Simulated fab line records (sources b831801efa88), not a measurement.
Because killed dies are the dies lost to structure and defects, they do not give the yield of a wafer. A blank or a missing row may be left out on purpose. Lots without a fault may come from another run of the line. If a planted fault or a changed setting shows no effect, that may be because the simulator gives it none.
Which tool is to blame?	flow gf180mcu	24 lots with 72 wafers sampled at 6 steps, on a route of 602 steps

WHAT THE GAUGES READ, wafer by wafer
GF_V2_RS_MEAS_24: the measuring method here is four-point-probe.
lot	measured	on	V2_W_RS (ohm/sq)
L074	day 20 00:35	film-metro-03	0.329 0.327 0.325
L075	day 20 13:31	film-metro-01	0.323 0.321 0.320
L076	day 20 15:01	film-metro-02	0.326 0.329 0.325
L077	day 21 10:07	film-metro-01	0.330 0.332 0.328
L078	day 21 16:21	film-metro-01	0.326 0.334 0.328
L081	day 22 19:38	film-metro-01	0.332 0.328 0.331
L079	day 22 21:50	film-metro-03	0.334 0.326 0.331
L080	day 22 22:08	film-metro-02	0.321 0.324 0.321
L082	day 23 07:02	film-metro-02	0.327 0.326 0.332
L083	day 23 20:55	film-metro-03	0.323 0.330 0.332
L084	day 23 22:45	film-metro-02	0.318 0.319 0.324
L085	day 24 09:53	film-metro-01	0.326 0.326 0.330
L086	day 24 14:55	film-metro-03	0.325 0.328 0.332
L087	day 25 12:43	film-metro-03	0.324 0.325 0.327
L088	day 25 15:42	film-metro-03	0.321 0.325 0.320
L089	day 26 03:15	film-metro-01	0.328 0.333 0.335
L091	day 26 14:46	film-metro-03	0.330 0.326 0.327
L090	day 26 16:12	film-metro-02	0.330 0.326 0.332
L092	day 26 19:17	film-metro-03	0.330 0.330 0.326
L093	day 27 09:53	film-metro-01	0.328 0.331 0.330
L094	day 27 10:05	film-metro-01	0.328 0.325 0.323
L095	day 27 18:35	film-metro-02	0.324 0.329 0.329
L096	day 27 20:20	film-metro-01	0.326 0.329 0.328
L097	day 28 08:38	film-metro-03	0.326 0.328 0.327

GF_V3_THK_MEAS_25: measures by xrf.
lot	measured	on	V3_W_THK (nm)
L074	day 22 03:49	film-metro-01	369 369 373
L075	day 22 16:19	film-metro-01	372 368 368
L076	day 22 18:30	film-metro-03	358 360 361
L077	day 23 12:05	film-metro-03	367 369 370
L078	day 23 18:15	film-metro-03	368 367 367
L081	day 24 19:50	film-metro-04	360 362 365
L079	day 24 21:01	film-metro-04	356 359 355
L080	day 24 21:26	film-metro-01	365 363 375
L082	day 25 06:52	film-metro-04	364 363 367
L083	day 25 19:32	film-metro-01	366 361 366
L084	day 25 20:09	film-metro-04	365 369 363
L085	day 26 10:40	film-metro-03	366 370 362
L086	day 26 13:10	film-metro-04	366 362 363
L087	day 27 09:54	film-metro-03	358 365 361
L088	day 27 12:59	film-metro-01	362 366 366
L089	day 27 23:02	film-metro-04	363 363 361
L091	day 28 11:28	film-metro-03	364 370 363
L090	day 28 12:34	film-metro-01	362 364 365
L092	day 28 14:20	film-metro-04	356 355 360
L093	day 29 04:32	film-metro-04	367 376 365
L094	day 29 05:28	film-metro-04	370 364 371
L095	day 29 12:44	film-metro-01	371 366 371
L096	day 29 13:33	film-metro-03	368 366 368
L097	day 30 01:59	film-metro-01	370 372 366

GF_V4_OVL_MEAS_15.
lot	measured	on	V4_OVL (nm)
L074	day 24 03:07	overlay-02	1 -4 3
L075	day 24 16:04	overlay-01	-7 -6 -5
L076	day 24 17:22	overlay-01	0 1 3
L077	day 25 11:55	overlay-01	10 11 12
L078	day 25 16:12	overlay-01	-7 -6 -7
L081	day 26 15:58	overlay-01	-6 -6 -1
L079	day 26 16:59	overlay-01	-4 -5 -1
L080	day 26 17:12	overlay-01	1 -2 3
L082	day 27 02:16	overlay-01	1 -8 -2
L083	day 27 16:28	overlay-01	-1 7 4
L084	day 27 16:49	overlay-01	0 -3 1
L085	day 28 04:40	overlay-01	-1 -3 -1
L086	day 28 08:43	overlay-01	4 -4 6
L087	day 29 03:20	overlay-01	5 7 4
L088	day 29 06:32	overlay-01	-6 0 -4
L089	day 29 15:07	overlay-01	-6 -3 3
L091	day 30 03:16	overlay-01	-3 -9 -2
L090	day 30 04:25	overlay-01	-2 2 3
L092	day 30 06:13	overlay-01	-7 -2 -3
L093	day 30 19:44	overlay-01	-11 -5 -16
L094	day 30 20:53	overlay-01	-4 -9 -5
L095	day 31 03:46	overlay-01	2 -4 -2
L096	day 31 06:11	overlay-01	-7 -2 0
L097	day 31 15:55	overlay-01	6 5 0

GF_PASSIVATION_THK_MEAS_01.
lot	measured	on	PASSIVATION_CVD_00_THK (nm)
L074	day 27 20:16	film-metro-02	988 1003 1006
L075	day 28 10:57	film-metro-01	990 1015 1001
L076	day 28 11:56	film-metro-01	999 1001 1026
L077	day 29 03:41	film-metro-02	1003 1006 1032
L078	day 29 08:19	film-metro-03	968 980 995
L081	day 30 04:32	film-metro-03	1008 1008 1020
L079	day 30 05:55	film-metro-01	1027 1024 1015
L080	day 30 06:42	film-metro-01	977 1000 1008
L082	day 30 12:38	film-metro-02	987 1003 1002
L083	day 31 01:58	film-metro-01	981 991 1001
L084	day 31 03:11	film-metro-03	994 975 1001
L085	day 31 13:13	film-metro-01	968 977 997
L086	day 31 16:37	film-metro-02	993 987 1010
L087	day 32 08:24	film-metro-03	988 985 1009
L088	day 32 11:34	film-metro-02	1004 1001 1008
L089	day 32 20:23	film-metro-02	999 1005 1011
L091	day 33 06:28	film-metro-02	1003 987 1020
L090	day 33 08:08	film-metro-03	1001 1010 1026
L092	day 33 08:36	film-metro-03	999 1008 1020
L093	day 33 21:11	film-metro-01	987 989 1010
L094	day 33 22:09	film-metro-03	985 1007 1021
L095	day 34 04:29	film-metro-01	994 995 991
L096	day 34 05:04	film-metro-02	992 986 995
L097	day 34 13:59	film-metro-02	1007 1014 1024

WHAT TOOL EACH LOT RAN ON (gives the tool, then ch and the chambers of the sampled wafers, and finally the start)
lot	GF_M4_SPUTTER_00	GF_M4_SPUTTER_04
L074	pvd-sputter-01, day 22 04:10	pvd-sputter-01, day 22 04:21
L075	pvd-sputter-04, day 22 16:40	pvd-sputter-04, day 22 16:50
L076	pvd-sputter-04, day 22 18:52	pvd-sputter-04, day 22 19:02
L077	pvd-sputter-02, day 23 12:27	pvd-sputter-02, day 23 12:38
L078	pvd-sputter-04, day 23 18:36	pvd-sputter-04, day 23 18:47
L081	pvd-sputter-01, day 24 20:11	pvd-sputter-01, day 24 20:22
L079	pvd-sputter-04, day 24 21:35	pvd-sputter-04, day 24 21:46
L080	pvd-sputter-01, day 24 22:11	pvd-sputter-01, day 24 22:22
L082	pvd-sputter-01, day 25 07:13	pvd-sputter-01, day 25 07:24
L083	pvd-sputter-02, day 25 19:53	pvd-sputter-02, day 25 20:04
L084	pvd-sputter-01, day 25 20:31	pvd-sputter-01, day 25 20:41
L085	pvd-sputter-02, day 26 11:01	pvd-sputter-02, day 26 11:12
L086	pvd-sputter-02, day 26 13:31	pvd-sputter-02, day 26 13:41
L087	pvd-sputter-02, day 27 10:47	pvd-sputter-02, day 27 10:58
L088	pvd-sputter-01, day 27 14:05	pvd-sputter-01, day 27 14:16
L089	pvd-sputter-02, day 27 23:24	pvd-sputter-02, day 27 23:35
L091	pvd-sputter-02, day 28 11:49	pvd-sputter-02, day 28 12:00
L090	pvd-sputter-01, day 28 12:57	pvd-sputter-01, day 28 13:08
L092	pvd-sputter-04, day 28 14:40	pvd-sputter-04, day 28 14:51
L093	pvd-sputter-02, day 29 04:53	pvd-sputter-02, day 29 05:04
L094	pvd-sputter-04, day 29 06:01	pvd-sputter-04, day 29 06:12
L095	pvd-sputter-02, day 29 13:05	pvd-sputter-02, day 29 13:16
L096	pvd-sputter-04, day 29 13:55	pvd-sputter-04, day 29 14:05
L097	pvd-sputter-02, day 30 02:21	pvd-sputter-02, day 30 02:32
- GF_M4_SPUTTER_00: material Ti, target thk 37.5 nm, time 150 s.
- GF_M4_SPUTTER_04: material TiN, target thk 50 nm, time 41.7 s.

WHAT THE TOOLS THEMSELVES READ (means of the sampled wafers that have a number; where no wafer has one, the mark that the record gives instead)
GF_M4_SPUTTER_00.
lot	tool	throttle-valve-pct (%)
L074	pvd-sputter-01	31.1
L075	pvd-sputter-04	28.4
L076	pvd-sputter-04	29.5
L077	pvd-sputter-02	30.3
L078	pvd-sputter-04	29.3
L081	pvd-sputter-01	31.1
L079	pvd-sputter-04	29.0
L080	pvd-sputter-01	31.8
L082	pvd-sputter-01	30.9
L083	pvd-sputter-02	31.1
L084	pvd-sputter-01	30.0
L085	pvd-sputter-02	30.1
L086	pvd-sputter-02	30.1
L087	pvd-sputter-02	30.0
L088	pvd-sputter-01	30.7
L089	pvd-sputter-02	30.2
L091	pvd-sputter-02	30.5
L090	pvd-sputter-01	31.1
L092	pvd-sputter-04	29.0
L093	pvd-sputter-02	30.2
L094	pvd-sputter-04	28.5
L095	pvd-sputter-02	30.5
L096	pvd-sputter-04	29.8
L097	pvd-sputter-02	30.2

GF_M4_SPUTTER_04.
lot	tool	throttle-valve-pct (%)
L074	pvd-sputter-01	31.1
L075	pvd-sputter-04	28.3
L076	pvd-sputter-04	29.3
L077	pvd-sputter-02	30.3
L078	pvd-sputter-04	29.4
L081	pvd-sputter-01	31.3
L079	pvd-sputter-04	28.9
L080	pvd-sputter-01	31.6
L082	pvd-sputter-01	30.8
L083	pvd-sputter-02	31.2
L084	pvd-sputter-01	30.2
L085	pvd-sputter-02	30.5
L086	pvd-sputter-02	30.1
L087	pvd-sputter-02	29.9
L088	pvd-sputter-01	30.8
L089	pvd-sputter-02	30.2
L091	pvd-sputter-02	30.5
L090	pvd-sputter-01	31.1
L092	pvd-sputter-04	29.0
L093	pvd-sputter-02	30.3
L094	pvd-sputter-04	28.5
L095	pvd-sputter-02	30.5
L096	pvd-sputter-04	29.7
L097	pvd-sputter-02	30.2

THE ANSWER, worked out from the rows above alone
Rule: the lots themselves supply what counts as usual. Put in order of their means at a reading, lots are off if they are a third of the lots or fewer, leave a main group of 4 or more, and stand apart from it by a gap of 3 or more times the standard deviation of the main group's means; of several such gaps the widest counts. Not used: any main group whose means are identical at the precision the tables above print for the reading. A lot without any number at a reading at which 4 lots or more have one is off too. The other lots that the step has rows for count as sound. Order of review: gauges by route order, followed by the tools' own readings, for which a lot's mean as printed above is used. The first step at which some lot is off is used, and at that step the reading that is off furthest; a lot without a number counts as furthest.
No lot is off at any reading shown: from this, nothing can be told.

WHAT THE SIMULATOR PUT IN
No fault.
